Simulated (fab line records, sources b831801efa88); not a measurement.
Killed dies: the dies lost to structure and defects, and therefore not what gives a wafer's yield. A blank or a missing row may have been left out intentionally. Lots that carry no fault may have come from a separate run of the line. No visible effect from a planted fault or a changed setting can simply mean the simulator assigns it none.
Which tool was responsible? ; flow sky130 ; Sampling: 11 lots, 33 wafers, 6 of 708 route steps

== WHAT THE GAUGES SHOWED, per wafer ==
SKY_VT_ADJUST_NCORE_TW_MEAS_11. Usual: for VT_ADJUST_NCORE_TW the level is 217.2 and the standard deviation is 2.1.
lot;measured;on;VT_ADJUST_NCORE_TW;flag
L657;day 9 02:07;film_metro-02;217.3 217.0 217.2;
L658;day 9 09:28;film_metro-02;216.9 217.6 216.5;
L659;day 9 17:34;film_metro-04;214.7 215.9 215.0;
L660;day 10 05:32;film_metro-02;216.0 216.9 215.9;
L664;day 11 00:44;film_metro-04;213.2 215.0 215.3;
L665;day 11 05:26;film_metro-02;216.3 215.8 216.3;
L667;day 11 15:02;film_metro-04;213.6 213.3 214.2;
L668;day 12 01:40;film_metro-02;217.4 217.6 216.6;
L674;day 13 20:29;film_metro-04;215.1 216.1 215.2;
L677;day 14 16:53;film_metro-04;216.4 215.1 215.8;
L679;day 15 14:19;film_metro-01;221.3 221.9 220.9;

SKY_LDD_N_OVL_MEAS_07. Usual: for LDD_N_OVL the level is 0.0 nm and the standard deviation is 1.4.
lot;measured;on;LDD_N_OVL (nm);flag
L657;day 18 04:52;overlay-01;-1.3 0.7 -0.3;
L658;day 18 11:55;overlay-02;2.3 1.3 0.1;
L659;day 19 01:43;overlay-01;0.3 1.0 1.0;
L660;day 19 16:34;overlay-01;1.5 -0.5 1.1;
L664;day 20 20:01;overlay-01;0.9 2.0 -1.8;
L665;day 21 05:52;overlay-01;-2.0 -1.4 -1.8;
L667;day 21 18:54;overlay-02;0.8 -0.1 1.2;
L668;day 22 01:52;overlay-02;-0.5 -2.9 -1.7;
L674;day 24 08:13;overlay-01;2.5 2.3 2.8;
L677;day 25 07:19;overlay-01;1.2 0.5 -1.5;
L679;day 26 06:10;overlay-02;1.7 1.0 1.3;

SKY_LDD_N_TW_MEAS_17. Usual: for LDD_N_TW the level is 2570 and the standard deviation is 25.
lot;measured;on;LDD_N_TW;flag
L657;day 18 06:12;film_metro-01;2588 2602 2598;
L658;day 18 13:15;film_metro-04;2531 2523 2528;
L659;day 19 03:03;film_metro-01;2615 2620 2602;
L660;day 19 17:55;film_metro-04;2562 2549 2552;
L664;day 20 21:22;film_metro-01;2630 2615 2595;
L665;day 21 07:13;film_metro-01;2592 2589 2589;
L667;day 21 20:34;film_metro-04;2655 2656 2665;OFF
L668;day 22 03:12;film_metro-02;2564 2565 2572;
L674;day 24 09:53;film_metro-04;2661 2667 2664;OFF
L677;day 25 08:40;film_metro-02;2562 2566 2550;
L679;day 26 07:29;film_metro-02;2576 2564 2562;

== WHICH TOOL RAN EACH LOT (tool, then ch and the chambers of the sampled wafers, then the start) ==
lot;SKY_VT_ADJUST_LVTN_STRIP_20;SKY_LDD_N_IMPLANT_08;SKY_LDD_N_STRIP_16
L657;plasma_asher-01 ch 0,1, day 8 04:33;implanter-01 ch 0, day 18 04:54;plasma_asher-01 ch 0,1, day 18 06:06
L658;plasma_asher-02 ch 0,1, day 8 11:30;implanter-04 ch 0, day 18 11:57;plasma_asher-04 ch 0, day 18 13:09
L659;plasma_asher-02 ch 0,1, day 8 20:03;implanter-01 ch 0, day 19 01:45;plasma_asher-02 ch 0,1, day 19 02:57
L660;plasma_asher-02 ch 0,1, day 9 08:21;implanter-01 ch 0, day 19 16:38;plasma_asher-01 ch 0,1, day 19 17:48
L664;plasma_asher-04 ch 0,1, day 10 03:10;implanter-03 ch 0, day 20 20:05;plasma_asher-04 ch 0,1, day 20 21:17
L665;plasma_asher-04 ch 0,1, day 10 07:57;implanter-03 ch 0, day 21 05:56;plasma_asher-04 ch 0,1, day 21 07:06
L667;plasma_asher-01 ch 0,1, day 10 17:50;implanter-03 ch 0, day 21 18:58;plasma_asher-04 ch 0,1, day 21 20:27
L668;plasma_asher-02 ch 0,1, day 11 02:39;implanter-03 ch 0, day 22 01:54;plasma_asher-02 ch 0,1, day 22 03:06
L674;plasma_asher-01 ch 0,1, day 12 18:10;implanter-04 ch 0, day 24 08:18;plasma_asher-01 ch 0,1, day 24 09:48
L677;plasma_asher-01 ch 0,1, day 13 14:24;implanter-03 ch 0, day 25 07:22;plasma_asher-02 ch 0,1, day 25 08:33
L679;plasma_asher-02 ch 0,1, day 14 11:08;implanter-01 ch 0, day 26 06:11;plasma_asher-02 ch 0,1, day 26 07:23
- SKY_VT_ADJUST_LVTN_STRIP_20: strips in O2/N2.
- SKY_LDD_N_IMPLANT_08
- SKY_LDD_N_STRIP_16: strips in O2/N2.

== AS READ BY THE TOOLS THEMSELVES (means over the sampled wafers that have a number; for cases with no such wafer, the mark the record gives instead) ==
SKY_VT_ADJUST_LVTN_STRIP_20. Usual: drypump_motor_current_A 5.9 A, standard deviation 0.54; oes_product_au 0.716 a.u., standard deviation 0.0047; strip_time_to_endpoint_s 14.21 s, standard deviation 0.03.
lot;tool;drypump_motor_current_A (A);oes_product_au (a.u.);strip_time_to_endpoint_s (s);flag
L657;plasma_asher-01;5.7;0.716;14.24;
L658;plasma_asher-02;6.4;0.716;14.19;
L659;plasma_asher-02;6.1;0.714;14.26;
L660;plasma_asher-02;6.1;0.718;14.15;
L664;plasma_asher-04;5.9;0.715;14.22;
L665;plasma_asher-04;5.6;0.716;14.26;
L667;plasma_asher-01;5.7;0.712;14.20;
L668;plasma_asher-02;6.4;0.717;14.23;
L674;plasma_asher-01;5.4;0.717;14.24;
L677;plasma_asher-01;5.7;0.710;14.20;
L679;plasma_asher-02;6.1;0.718;14.16;

SKY_LDD_N_IMPLANT_08. Usual: dose_ions_cm2 reads 7.499e+13 (standard deviation 8.5e+10).
lot;tool;dose_ions_cm2;flag
L657;implanter-01;7.499e+13;
L658;implanter-04;7.501e+13;
L659;implanter-01;7.493e+13;
L660;implanter-01;7.499e+13;
L664;implanter-03;7.499e+13;
L665;implanter-03;7.501e+13;
L667;implanter-03;7.494e+13;
L668;implanter-03;7.485e+13;
L674;implanter-04;7.506e+13;
L677;implanter-03;7.505e+13;
L679;implanter-01;7.503e+13;

SKY_LDD_N_STRIP_16. Usual: drypump_motor_current_A 5.9 A, standard deviation 0.52; oes_product_au 0.407 a.u., standard deviation 0.0044; strip_time_to_endpoint_s 4.324 s, standard deviation 0.016.
lot;tool;drypump_motor_current_A (A);oes_product_au (a.u.);strip_time_to_endpoint_s (s);flag
L657;plasma_asher-01;5.4;0.407;4.325;
L658;plasma_asher-04;6.0;0.406;4.327;
L659;plasma_asher-02;6.1;0.405;4.343;
L660;plasma_asher-01;5.7;0.408;4.327;
L664;plasma_asher-04;5.9;0.407;4.311;
L665;plasma_asher-04;5.6;0.402;4.310;
L667;plasma_asher-04;5.6;0.406;4.536;OFF
L668;plasma_asher-02;6.5;0.406;4.311;
L674;plasma_asher-01;5.7;0.406;4.524;OFF
L677;plasma_asher-02;6.1;0.410;4.332;
L679;plasma_asher-02;6.1;0.408;4.318;

== THE ANSWER, worked out from the rows above alone ==
Rule: take the mean of a lot's wafers that have a number; if it is more than 3 standard deviations from the usual mean, the lot is off. A lot without any number at a reading at which 4 lots or more have one is off too. The other lots that the step has rows for count as sound. The gauges are gone through in route order, then the tools' own readings, and for those a lot's mean is taken as printed above. At the first step where some lot is off, the reading lying furthest off is the one used; lots without a number count as furthest.
Off: L667, L674, at SKY_LDD_N_TW_MEAS_17 (LDD_N_TW).
If a tool, at a process step before that reading, ran all the lots that are off and no sound lot after the first of them, it fits. Not tried: the gauges at SKY_LDD_N_TW_MEAS_17; whatever is off there is also off at SKY_LDD_N_STRIP_16, on other tools, and gauge error can't account for it. None of those tried fits.

== WHAT THE SIMULATOR HAD PUT IN ==
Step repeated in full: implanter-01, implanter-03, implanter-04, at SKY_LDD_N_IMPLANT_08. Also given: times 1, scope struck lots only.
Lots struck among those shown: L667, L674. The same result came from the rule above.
